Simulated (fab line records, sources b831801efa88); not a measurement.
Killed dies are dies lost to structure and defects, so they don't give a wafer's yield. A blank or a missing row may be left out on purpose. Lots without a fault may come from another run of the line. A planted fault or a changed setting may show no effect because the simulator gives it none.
fab line records | flow sky130
record lots=6 wafers=18 last_day=51
route steps=708 shown LOCAL_INTERCONNECT@394 CONTACT@406 PAD_OPEN@708
lots that met no fault: from a run of the same line without faults
start_h: hours from the record's first day to the start of the lot's first wafer shown | wait_h: hours since the lot's step before | " the same as in the row above | L1.1+2: a row that stands for several wafers | - no value, or no start given | * or withheld: withheld | < > ~ a bound
route shown NAME@n: a module of which the file shows steps, and the number in the route of the first | usual: mean/standard deviation of fault-free wafers | same: alike in all rows | chamber/n: place in a boat | sites: the reading at each site | _std_site: their standard deviation | _edge_site: outer sites' mean less inner sites' | radius_mm: how far each site lies from the wafer's centre | mask NAME#n: copy n | behind: the tool/chamber that last shaped the wafer | hold: why the lot was held/for how many hours/how that ended | device: the transistor (n, p or np) that didn't switch | end of line: the same wafers' tests at the end of the route | a step without rows: its recipe alone | killed: dies lost to structure and defects at the first sort, not the wafer's yield | map: a wafer's dies, x killed, . not, _ none there
set.NAME: the setting as run; set.NAME@STEP: as run at that earlier step | model.NAME: the simulator's own value behind a step, which no gauge read
lots at some steps of the route; a table a step, a row a wafer
services: from which hour (start_h, from the record's first day; less than 0 if before it) a tool's chamber was out of use, for how many hours, and why
## steps
# step SKY_LOCAL_INTERCONNECT_SOFTBAKE_07
# recipe temp_c=100 time_s=90 resist=KrF-thick
# step SKY_LOCAL_INTERCONNECT_EXPOSE_08
# recipe mask_id=LI1M na=0.8 source_shape=annular sigma_inner=0.55 sigma_outer=0.85 target_cd_nm=170 dose_mj=28
# step SKY_LOCAL_INTERCONNECT_PEB_09
# recipe peb_temp_c=withheld peb_time_s=withheld resist=KrF-thick
# step SKY_LOCAL_INTERCONNECT_DEVELOP_10
# recipe develop_time_s=60 resist=KrF-thick dev_temp_c=21
# step SKY_LOCAL_INTERCONNECT_CD_MEAS_11
# recipe target_cd_nm=170
# usual cd_nm=169.9/1.4
# columns lot.wafer tool chamber start_h wait_h cd_nm
L396.1 cd_sem-02 - 726.74 - 168.9
L396.3 " - " " 169.5
L396.6 " - " " 168.5
L400.4 cd_sem-01 - 763.20 - 170.2
L400.5 " - " " 168.3
L400.6 " - " " 170.7
L403.2 cd_sem-02 - 789.37 - 170.7
L403.3 " - " " 170.5
L403.5 " - " " 170.3
L409.2 cd_sem-02 - 830.87 - 169.7
L409.3 " - " " 171.3
L409.4 " - " " 170.1
L413.2 cd_sem-01 - 859.92 - 172.9
L413.3 " - " " 171.9
L413.4 " - " " 173.0
L417.2 cd_sem-02 - 898.02 - 169.7
L417.3 " - " " 170.0
L417.4 " - " " 170.8
# step SKY_LOCAL_INTERCONNECT_OVL_MEAS_12
# usual LOCAL_INTERCONNECT_OVL=1/6.5
# columns lot.wafer tool chamber start_h wait_h LOCAL_INTERCONNECT_OVL[nm]
L396.1 overlay-02 - 726.86 0.1 1
L396.3 " - " " -3
L396.6 " - " " 6
L400.4 overlay-01 - 763.28 0.1 -3
L400.5 " - " " -3
L400.6 " - " " 0
L403.2 overlay-02 - 789.48 0.1 4
L403.3 " - " " -1
L403.5 " - " " 2
L409.2 overlay-02 - 830.98 0.1 1
L409.3 " - " " -4
L409.4 " - " " 0
L413.2 overlay-02 - 860.03 0.1 10
L413.3 " - " " 16
L413.4 " - " " 6
L417.2 overlay-01 - 898.13 0.1 -11
L417.3 " - " " -11
L417.4 " - " " -12
# step SKY_LOCAL_INTERCONNECT_ETCH_13
# recipe chemistry=N2/H2 target=BARC ion_energy_ev=200 bias_w=100 pressure_mtorr=30 n2_flow_sccm=100 h2_flow_sccm=200 icp_w=500 stop_on=SiO2 time_s=45.9 target_depth_a=600
# usual drypump_motor_current_A=5.8/0.5 oes_product_au=0.854/0.0045 throttle_valve_pct=13.225/0.0094
# columns lot.wafer tool chamber start_h wait_h drypump_motor_current_A oes_product_au rf_hours_counter_h throttle_valve_pct
L396.1 rie_metal-01 1 726.90 0.0 5.9 0.849 15 13.219
L396.3 " 0 " " 5.1 0.848 - 13.217
L396.6 " 1 " " 5.9 0.854 - 13.221
L400.4 rie_metal-01 0 763.36 0.1 5.1 0.847 - 13.231
L400.5 " 0 " " 5.1 0.851 - 13.231
L400.6 " 0 " " 5.1 0.856 - 13.245
L403.2 rie_metal-02 0 789.51 0.0 5.0 0.853 14 13.219
L403.3 " 1 " " 5.8 0.852 - 13.233
L403.5 " 1 " " 5.8 0.852 - 13.230
L409.2 rie_metal-01 0 831.01 0.0 5.1 0.855 1 13.229
L409.3 " 0 " " 5.1 0.859 - 13.222
L409.4 " 1 " " 5.9 0.849 - 13.239
L413.2 rie_metal-02 0 860.08 0.0 5.0 0.857 - 13.238
L413.3 " 0 " " 5.0 0.853 - 13.240
L413.4 " 0 " " 5.0 0.855 - 13.232
L417.2 rie_metal-02 1 898.18 0.0 5.8 0.853 - 13.220
L417.3 " 1 " " 5.8 0.862 - 13.227
L417.4 " 1 " " 5.8 0.857 - 13.223
# step SKY_LOCAL_INTERCONNECT_METAL_ETCH_14
# recipe target_depth_nm=110 stop_on=PSG chemistry=Cl2/BCl3 target=TiN resist_sidewall_deg=88 pressure_mtorr=10 icp_w=900 bias_w=48.5 Cl2_flow_sccm=60 bcl3_flow_sccm=30 time_s=31.4
# usual drypump_motor_current_A=5.8/0.51 oes_product_au=0.940/0.0084 throttle_valve_pct=21.902/0.0099
# columns lot.wafer tool chamber start_h wait_h drypump_motor_current_A oes_product_au rf_hours_counter_h throttle_valve_pct
L396.1 rie_metal-01 1 726.96 0.0 6.0 0.935 15 21.893
L396.3 " 0 " " 5.1 0.934 - 21.917
L396.6 " 1 " " 5.9 0.931 - 21.900
L400.4 rie_metal-01 0 763.48 0.1 5.1 0.939 - 21.903
L400.5 " 0 " " 5.1 0.942 - 21.899
L400.6 " 0 " " 5.1 0.947 - 21.881
L403.2 rie_metal-02 0 789.57 0.0 5.0 0.933 14 21.916
L403.3 " 1 " " 5.8 0.926 - 21.914
L403.5 " 1 " " 5.8 0.926 - 21.922
L409.2 rie_metal-01 0 831.07 0.0 5.1 0.937 1 21.888
L409.3 " 0 " " 5.1 0.942 - 21.899
L409.4 " 1 " " 5.9 0.934 - 21.909
L413.2 rie_metal-02 0 860.20 0.1 5.0 0.927 - 21.909
L413.3 " 0 " " 5.0 0.938 - 21.916
L413.4 " 0 " " 5.0 0.933 - 21.903
L417.2 rie_metal-02 1 898.30 0.1 5.8 0.955 - 21.898
L417.3 " 1 " " 5.8 0.924 - 21.897
L417.4 " 1 " " 5.8 0.933 - 21.917
# step SKY_LOCAL_INTERCONNECT_STRIP_15
# recipe chemistry=O2/N2 power_w=1400 pressure_mtorr=1500 platen_temp_c=withheld o2_flow_sccm=3000 n2_flow_sccm=300 overash_fraction=0.5
# usual drypump_motor_current_A=6.12/0.23 oes_product_au=0.427/0.0044 strip_time_to_endpoint_s=4.722/0.022
# columns lot.wafer tool chamber start_h wait_h drypump_motor_current_A oes_product_au rf_hours_counter_h strip_time_to_endpoint_s
L396.1 plasma_asher-04 0 727.01 0.0 6.05 0.424 30 4.692
L396.3 " 1 " " 6.20 0.426 - 4.709
L396.6 " 0 " " 6.04 0.434 - 4.707
L400.4 plasma_asher-03 0 763.56 0.1 5.83 0.430 - 4.723
L400.5 " 0 " " 5.82 0.421 - 4.702
L400.6 " 1 " " 6.51 0.421 - 4.747
L403.2 plasma_asher-01 0 789.62 0.0 6.15 0.424 93 4.724
L403.3 " 0 " " 6.17 0.435 - 4.715
L403.5 " 0 " " 6.16 0.433 - 4.728
L409.2 plasma_asher-03 1 831.12 0.0 6.49 0.427 8 4.711
L409.3 " 0 " " 5.80 0.424 - 4.709
L409.4 " 1 " " 6.49 0.430 - 4.735
L413.2 plasma_asher-01 0 860.29 0.1 6.17 0.429 101 4.721
L413.3 " 0 " " 6.17 0.434 - 4.745
L413.4 " 1 " " 5.90 0.429 - 4.739
L417.2 plasma_asher-03 0 898.39 0.1 5.81 0.430 16 4.769
L417.3 " 1 " " 6.49 0.431 - 4.773
L417.4 " 0 " " 5.82 0.433 - 4.738
# step SKY_LOCAL_INTERCONNECT_STRIP_16
# recipe chemistry=post_etch_residue_remover time_s=1200 temp_c=72.5
# step SKY_LOCAL_INTERCONNECT_CLEAN_17
# recipe chemistry=IPA time_s=180 temp_c=25
# step SKY_LOCAL_INTERCONNECT_CLEAN_18
# recipe chemistry=O3/DIW dry=n2_spin
# step SKY_CONTACT_CVD_00
# recipe material=Si3N4 target_thk_nm=75 temp_c=400 time_s=withheld rf_w=450
# usual heater_power_w=720/110
# columns lot.wafer tool chamber start_h wait_h heater_power_w model.Si3N4_of_CONTACT_CVD_00.thk_nm
L396.1 pecvd-01 2 727.70 0.0 610 75.34
L396.3 " 0 " " 727 75.14
L396.6 " 2 " " 621 76.58
L400.4 pecvd-01 1 764.20 0.0 740 74.2
L400.5 " 2 " " 636 57.97
L400.6 " 0 " " 842 74.96
L403.2 pecvd-01 2 790.21 0.0 710 57.61
L403.3 " 1 " " 742 74.7
L403.5 " 0 " " 750 58.07
L409.2 pecvd-03 2 831.75 0.0 739 74.72
L409.3 " 0 " " 658 73.34
L409.4 " 2 " " 759 75.84
L413.2 pecvd-01 1 860.88 0.0 784 74.4
L413.3 " 0 " " 714 74.91
L413.4 " 2 " " 732 75.44
L417.2 pecvd-01 2 899.02 0.0 627 74.52
L417.3 " 1 " " 743 73.36
L417.4 " 0 " " 727 74.6
# step SKY_CONTACT_THK_MEAS_01
# recipe reads=Si3N4_of_CONTACT_CVD_00
# usual CONTACT_CVD_00_THK=74.9/0.9
# columns lot.wafer tool chamber start_h wait_h CONTACT_CVD_00_THK[nm]
L396.1 film_metro-01 - 727.73 - 75.4
L396.3 " - " " 75.1
L396.6 " - " " 76.5
L400.4 film_metro-04 - 764.25 - 74.3
L400.5 " - " " 58.0
L400.6 " - " " 74.9
L403.2 film_metro-01 - 790.26 - 57.6
L403.3 " - " " 74.7
L403.5 " - " " 58.1
L409.2 film_metro-02 - 831.80 - 74.8
L409.3 " - " " 73.3
L409.4 " - " " 75.8
L413.2 film_metro-01 - 860.92 - 74.4
L413.3 " - " " 74.9
L413.4 " - " " 75.4
L417.2 film_metro-04 - 899.06 - 74.6
L417.3 " - " " 73.3
L417.4 " - " " 74.6
# step SKY_CONTACT_HDPCVD_02
# recipe material=SiO2 target_thk_nm=565 sigma_open_frac=0.3 time_s=94.2 temp_c=600 sih4_flow_sccm=61.91 pressure_mtorr=6
# step SKY_CONTACT_THK_MEAS_03
# recipe reads=SiO2_of_CONTACT_HDPCVD_02
# usual CONTACT_HDPCVD_THK=581/5.3
# columns lot.wafer tool chamber start_h wait_h CONTACT_HDPCVD_THK[nm]
L396.1 film_metro-04 - 727.86 0.0 590
L396.3 " - " " 579
L396.6 " - " " 584
L400.4 film_metro-01 - 764.38 0.0 586
L400.5 " - " " 580
L400.6 " - " " 581
L403.2 film_metro-04 - 790.39 0.0 589
L403.3 " - " " 579
L403.5 " - " " 576
L409.2 film_metro-01 - 831.93 0.0 575
L409.3 " - " " 577
L409.4 " - " " 576
L413.2 film_metro-04 - 861.05 0.0 581
L413.3 " - " " 585
L413.4 " - " " 579
L417.2 film_metro-04 - 899.22 0.1 575
L417.3 " - " " 570
L417.4 " - " " 581
# step SKY_CONTACT_CMP_04
# recipe material=SiO2 down_force_psi=4 platen_rpm=60 pad_velocity_m_s=0.94248
# step SKY_CONTACT_BOW_MEAS_05
# recipe mode=bow
# usual CONTACT_BOW=82/7.1
# columns lot.wafer tool chamber start_h wait_h CONTACT_BOW[um]
L396.1 film_metro-04 - 728.22 0.1 85
L396.3 " - " " 92
L396.6 " - " " 86
L400.4 film_metro-01 - 764.78 0.3 85
L400.5 " - " " 87
L400.6 " - " " 71
L403.2 film_metro-01 - 790.76 0.3 91
L403.3 " - " " 77
L403.5 " - " " 96
L409.2 film_metro-01 - 832.47 0.2 74
L409.3 " - " " 79
L409.4 " - " " 94
L413.2 film_metro-02 - 861.42 0.2 71
L413.3 " - " " 86
L413.4 " - " " 73
L417.2 film_metro-01 - 899.59 0.2 86
L417.3 " - " " 76
L417.4 " - " " 91
# step SKY_CONTACT_DEHYDRATE_06
# recipe temp_c=200 time_s=60
# step SKY_CONTACT_HMDS_07
# recipe prime_time_s=60 prime_temp_c=120
# step SKY_CONTACT_COAT_08
# recipe resist=BARC temp_c=withheld time_s=withheld spin_rpm=3000 resist_thk_nm=60
# step SKY_CONTACT_COAT_09
# recipe resist=KrF-thick spin_rpm=3000 resist_thk_nm=450
# step SKY_CONTACT_SOFTBAKE_10
# recipe temp_c=100 time_s=90 resist=KrF-thick
# step SKY_CONTACT_EXPOSE_11
# recipe mask_id=CTM1 na=0.8 source_shape=annular sigma_inner=0.55 sigma_outer=0.85 target_cd_nm=170 dose_mj=38
# step SKY_CONTACT_PEB_12
# recipe peb_temp_c=withheld peb_time_s=withheld resist=KrF-thick
# step SKY_CONTACT_DEVELOP_13
# recipe develop_time_s=57.85 resist=KrF-thick dev_temp_c=21
# step SKY_CONTACT_CD_MEAS_14
# recipe target_cd_nm=170
# usual cd_nm=170.3/1.2
# columns lot.wafer tool chamber start_h wait_h cd_nm
L396.1 cd_sem-02 - 755.80 - 170.4
L396.3 " - " " 171.5
L396.6 " - " " 171.7
L400.4 cd_sem-02 - 791.51 - 170.2
L400.5 " - " " 169.9
L400.6 " - " " 170.8
L403.2 cd_sem-01 - 818.21 - 168.4
L403.3 " - " " 168.9
L403.5 " - " " 168.9
L409.2 cd_sem-02 - 858.63 - 168.9
L409.3 " - " " 170.1
L409.4 " - " " 169.0
L413.2 cd_sem-01 - 888.03 - 172.0
L413.3 " - " " 171.8
L413.4 " - " " 170.6
L417.2 cd_sem-02 - 925.07 - 172.3
L417.3 " - " " 173.0
L417.4 " - " " 171.5
# step SKY_CONTACT_OVL_MEAS_15
# usual CONTACT_OVL=1/5.4
# columns lot.wafer tool chamber start_h wait_h CONTACT_OVL[nm]
L396.1 overlay-01 - 755.92 0.1 -1
L396.3 " - " " -2
L396.6 " - " " -4
L400.4 overlay-01 - 791.59 0.1 3
L400.5 " - " " 6
L400.6 " - " " 9
L403.2 overlay-01 - 818.32 0.1 -4
L403.3 " - " " -3
L403.5 " - " " 2
L409.2 overlay-01 - 858.73 0.1 7
L409.3 " - " " 2
L409.4 " - " " -4
L413.2 overlay-01 - 888.13 0.1 -6
L413.3 " - " " -2
L413.4 " - " " 3
L417.2 overlay-02 - 925.18 0.1 -6
L417.3 " - " " -4
L417.4 " - " " -7
# step SKY_CONTACT_ETCH_16
# recipe chemistry=N2/H2 target=BARC ion_energy_ev=200 source_w=500 bias_w=100 pressure_mtorr=30 n2_flow_sccm=100 h2_flow_sccm=200 stop_on=SiO2 time_s=45.9 target_depth_a=600
# usual drypump_motor_current_A=5.7/0.35 oes_product_au=0.855/0.005 throttle_valve_pct=13.225/0.0086
# columns lot.wafer tool chamber start_h wait_h drypump_motor_current_A oes_product_au rf_hours_counter_h throttle_valve_pct
L396.1 rie_diel-01 1 755.96 0.0 5.5 0.860 22 13.230
L396.3 " 0 " " 5.7 0.855 36 13.231
L396.6 " 3 " " 5.5 0.847 - 13.227
L400.4 rie_diel-01 2 791.61 0.0 5.4 0.855 8 13.216
L400.5 " 2 " " 5.4 0.852 - 13.209
L400.6 " 3 " " 5.5 0.856 - 13.230
L403.2 rie_diel-01 3 818.35 0.0 5.5 0.857 16 13.226
L403.3 " 2 " " 5.4 0.848 9 13.231
L403.5 " 3 " " 5.5 0.851 - 13.212
L409.2 rie_diel-01 0 858.76 0.0 5.7 0.861 1 13.233
L409.3 " 1 " " 5.5 0.848 25 13.228
L409.4 " 2 " " 5.4 0.857 10 13.213
L413.2 rie_diel-01 1 888.16 0.0 5.5 0.854 26 13.219
L413.3 " 2 " " 5.4 0.856 11 13.224
L413.4 " 3 " " 5.5 0.849 - 13.209
L417.2 rie_diel-01 3 925.21 0.0 5.5 0.861 20 13.218
L417.3 " 2 " " 5.4 0.856 13 13.227
L417.4 " 1 " " 5.5 0.855 28 13.229
# step SKY_CONTACT_ETCH_17
# recipe target=SiO2 chemistry=C4F8/O2/Ar stop_on=Si3N4 mask_material=KrF-thick source_w=1500 bias_w=1200 pressure_mtorr=40 c4f8_flow_sccm=withheld O2_flow_sccm=6 Ar_flow_sccm=300 time_s=withheld target_depth_a=3400
# step SKY_CONTACT_ETCH_18
# recipe target=Si3N4 chemistry=CHF3/O2 stop_on=TiN source_w=600 bias_w=200 pressure_mtorr=40 chf3_flow_sccm=50 O2_flow_sccm=5 time_s=39 target_depth_a=750
# usual chf3_flow_sccm=50.03/0.13 drypump_motor_current_A=5.7/0.35 oes_product_au=0.854/0.0079 throttle_valve_pct=8.793/0.009
# columns lot.wafer tool chamber start_h wait_h chf3_flow_sccm drypump_motor_current_A oes_product_au rf_hours_counter_h throttle_valve_pct model.etch.depth_nm
L396.1 rie_diel-01 1 - - 50.13 5.5 0.859 22 8.806 75.34
L396.3 " 0 " " 49.95 5.7 0.855 36 8.794 75.14
L396.6 " 3 " " 50.00 5.5 0.867 - 8.795 76.58
L400.4 rie_diel-01 2 - - 50.27 5.4 0.849 8 8.816 74.2
L400.5 " 2 " " 50.17 5.4 0.751 - 8.747 57.97
L400.6 " 3 " " 49.89 5.4 0.856 - 8.794 74.96
L403.2 rie_diel-01 3 - - 49.82 5.5 0.746 16 8.764 57.61
L403.3 " 2 " " 50.06 5.4 0.853 9 8.805 74.7
L403.5 " 3 " " 49.88 5.5 0.750 - 8.752 58.07
L409.2 rie_diel-01 0 - - 50.06 5.7 0.847 1 8.804 74.72
L409.3 " 1 " " 49.84 5.5 0.837 25 8.772 73.34
L409.4 " 2 " " 50.04 5.4 0.862 10 8.796 75.84
L413.2 rie_diel-01 1 - - 50.00 5.5 0.848 26 8.789 74.4
L413.3 " 2 " " 50.07 5.4 0.851 11 8.811 74.91
L413.4 " 3 " " 49.93 5.5 0.851 - 8.802 75.44
L417.2 rie_diel-01 3 - - 50.07 5.5 0.859 20 8.774 74.52
L417.3 " 2 " " 49.96 5.4 0.842 13 8.799 73.36
L417.4 " 1 " " 50.24 5.5 0.856 28 8.782 74.6
# step SKY_CONTACT_STRIP_19
# recipe chemistry=O2/N2 power_w=1400 pressure_mtorr=1500 platen_temp_c=withheld o2_flow_sccm=3000 n2_flow_sccm=300 overash_fraction=0.5
# usual drypump_motor_current_A=5.9/0.46 oes_product_au=0.380/0.005 strip_time_to_endpoint_s=3.61/0.042
# columns lot.wafer tool chamber start_h wait_h drypump_motor_current_A oes_product_au rf_hours_counter_h strip_time_to_endpoint_s
L396.1 plasma_asher-02 0 756.09 - 6.3 0.386 60 3.68
L396.3 " 0 " " 6.3 0.385 - 3.66
L396.6 " 0 " " 6.3 0.380 - 3.57
L400.4 plasma_asher-02 0 791.77 - 6.3 0.390 - 3.56
L400.5 " 0 " " 6.3 0.385 - 3.56
L400.6 " 1 " " 5.2 0.373 - 3.55
L403.2 plasma_asher-03 1 818.48 - 6.5 0.381 7 3.56
L403.3 " 0 " " 5.8 0.380 - 3.61
L403.5 " 1 " " 6.5 0.381 - 3.57
L409.2 plasma_asher-02 1 858.90 - 5.2 0.386 70 3.64
L409.3 " 1 " " 5.2 0.376 - 3.64
L409.4 " 0 " " 6.4 0.376 - 3.57
L413.2 plasma_asher-02 0 888.30 - 6.3 0.383 74 3.65
L413.3 " 0 " " 6.3 0.378 - 3.61
L413.4 " 1 " " 5.2 0.384 - 3.57
L417.2 plasma_asher-01 1 925.34 - 5.9 0.371 107 3.55
L417.3 " 0 " " 6.2 0.372 - 3.56
L417.4 " 1 " " 5.9 0.377 - 3.62
# step SKY_PAD_OPEN_PROBE_99
# usual killed_at_M0_to_M3=43/6.6 killed_at_M4_up=3.4/1.8 killed_at_contacts=24/5.7 killed_at_front_end=15/4.2 killed_at_other=0.3/0.58 killed_dies=86/8 killed_open=46/7.2 killed_short=39/5.8
# same gross_dies=492 killed_at_back_side=0
# columns lot.wafer tool chamber start_h wait_h killed_at_M0_to_M3 killed_at_M4_up killed_at_contacts killed_at_front_end killed_at_other killed_dies killed_open killed_short
L396.1 prober-01 - 1094.71 0.1 46 6 13 18 1 84 42 41
L396.3 prober-01 - 1094.81 0.2 58 2 19 10 3 92 49 39
L396.6 prober-01 - 1094.96 0.2 32 4 24 24 1 85 43 40
L400.4 prober-02 - 1122.43 0.2 38 2 21 13 1 75 38 36
L400.5 prober-02 - 1122.48 0.2 43 4 21 18 1 87 53 33
L400.6 prober-02 - 1122.53 0.2 49 3 24 13 0 89 42 45
L409.2 prober-01 - 1172.67 0.1 36 4 18 10 0 68 29 39
L409.3 prober-01 - 1172.72 0.2 40 4 15 12 1 72 32 40
L409.4 prober-01 - 1172.77 0.2 41 2 22 17 0 82 43 39
# killed by level:class
L396.1 METAL2:geometric_particle:short=10 VIA2:geometric_particle:open=8 FIELD_ISO:geometric_particle:open=5 VIA1:geometric_particle:open=5 CONTACT:geometric_particle:open=5 POLY_GATE:geometric_particle:open=4 METAL2:geometric_particle:open=4 VIA2:geometric_particle:short=4
L396.3 VIA1:geometric_particle:open=14 LI_CONTACT:geometric_particle:open=9 VIA2:geometric_particle:open=7 VIA3:geometric_particle:open=7 METAL1:geometric_particle:short=6 VIA1:geometric_particle:short=6 FIELD_ISO:geometric_particle:short=5 VIA2:geometric_particle:short=5
L396.6 CONTACT:geometric_particle:open=11 VIA1:geometric_particle:open=8 FIELD_ISO:geometric_particle:short=7 VIA1:geometric_particle:short=6 VIA2:geometric_particle:open=5 POLY_GATE:geometric_particle:open=4 LI_CONTACT:geometric_particle:open=4 LOCAL_INTERCONNECT:geometric_particle:short=4
L400.4 VIA2:geometric_particle:open=7 CONTACT:geometric_particle:open=7 FIELD_ISO:geometric_particle:short=6 VIA3:geometric_particle:open=6 VIA1:geometric_particle:short=5 VIA1:geometric_particle:open=5 METAL2:geometric_particle:short=5 VIA2:geometric_particle:short=4
L400.5 VIA1:geometric_particle:open=15 LI_CONTACT:geometric_particle:open=8 VIA2:geometric_particle:open=7 POLY_GATE:geometric_particle:short=6 VIA3:geometric_particle:open=6 VIA2:geometric_particle:short=5 POLY_GATE:geometric_particle:open=4 LOCAL_INTERCONNECT:geometric_particle:short=4
L400.6 VIA1:geometric_particle:open=10 VIA2:geometric_particle:open=9 VIA1:geometric_particle:short=8 CONTACT:geometric_particle:open=7 METAL2:geometric_particle:short=7 LI_CONTACT:geometric_particle:open=5 LOCAL_INTERCONNECT:geometric_particle:short=5 CONTACT:geometric_particle:short=5
L409.2 VIA1:geometric_particle:open=9 METAL2:geometric_particle:short=7 VIA2:geometric_particle:short=7 CONTACT:geometric_particle:open=6 LI_CONTACT:geometric_particle:open=5 METAL1:geometric_particle:short=4 METAL4:geometric_particle:short=4 FIELD_ISO:geometric_particle:short=3
L409.3 METAL1:geometric_particle:short=10 VIA1:geometric_particle:open=7 POLY_GATE:geometric_particle:short=5 LI_CONTACT:geometric_particle:open=5 CONTACT:geometric_particle:open=5 VIA2:geometric_particle:open=5 METAL3:geometric_particle:short=4 METAL4:geometric_particle:short=4
L409.4 VIA2:geometric_particle:open=10 VIA1:geometric_particle:open=9 METAL1:geometric_particle:short=6 LOCAL_INTERCONNECT:geometric_particle:short=6 CONTACT:geometric_particle:open=6 FIELD_ISO:geometric_particle:short=5 FIELD_ISO:geometric_particle:open=5 POLY_GATE:geometric_particle:short=4
## services
# columns tool chamber start_h hours kind
plasma_asher-02 - 707.43 2.2 repair
plasma_asher-01 - 716.65 28.1 pm
plasma_asher-03 - 733.80 9.0 pm
pecvd-01 1 746.98 5.8 repair
rie_metal-01 1 754.39 13.8 repair
rie_diel-01 1 768.08 6.9 repair
rie_metal-01 1 768.19 - clean
rie_metal-01 1 768.19 18.1 scheduled_down
rie_metal-01 1 768.19 18.1 vent_cycle
rie_diel-01 3 771.41 4.1 repair
plasma_asher-04 - 773.84 3.5 repair
rie_metal-01 0 786.27 - clean
rie_metal-01 0 786.27 17.7 scheduled_down
rie_metal-01 0 786.27 17.7 vent_cycle
pecvd-03 - 803.19 0.9 repair
rie_diel-01 0 805.96 - clean
rie_diel-01 0 805.96 22.4 scheduled_down
rie_diel-01 0 805.96 22.4 vent_cycle
rie_diel-01 - 816.11 1.1 repair
plasma_asher-04 - 846.72 2.0 repair
rie_diel-01 0 865.99 36.1 repair
plasma_asher-04 - 867.82 10.3 repair
rie_diel-01 - 879.33 0.6 repair
plasma_asher-04 - 914.48 2.8 pm
## key
first_sign step=SKY_CONTACT_THK_MEAS_01 reading=CONTACT_CVD_00_THK direction=down sigmas=19 usual=74.9 struck=57.9
effect step=SKY_CONTACT_ETCH_18 reading=oes_product_au direction=down sigmas=13 usual=0.854 struck=0.749
model_effect step=SKY_CONTACT_CVD_00 value=Si3N4_of_CONTACT_CVD_00.thk_nm without=75.8 struck=57.88
model_effect step=SKY_CONTACT_ETCH_18 value=etch.depth_nm without=75.8 struck=57.88
met_at SKY_CONTACT_CVD_00
struck_wafers L400.5,L403.2,L403.5
tester_left_out L400,L403
onset_between 727.70 764.20
fault kind=process_parameter_drift tool=pecvd-01 chamber=- onset_h=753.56 steps=SKY_CONTACT_CVD_00 channel=target_thk_nm offset=-17.874 shape=step end_h=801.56 scope=struck_wafers_only acts_in=these_recipes_only stated=75
# tester_left_out: of these lots the tester's yield and bins aren't shown, on N5 and GAA mostly nor the transistor test; their killed dies are dies lost to structure and defects alone, not to doping, threshold or leakage, so they don't give the yield
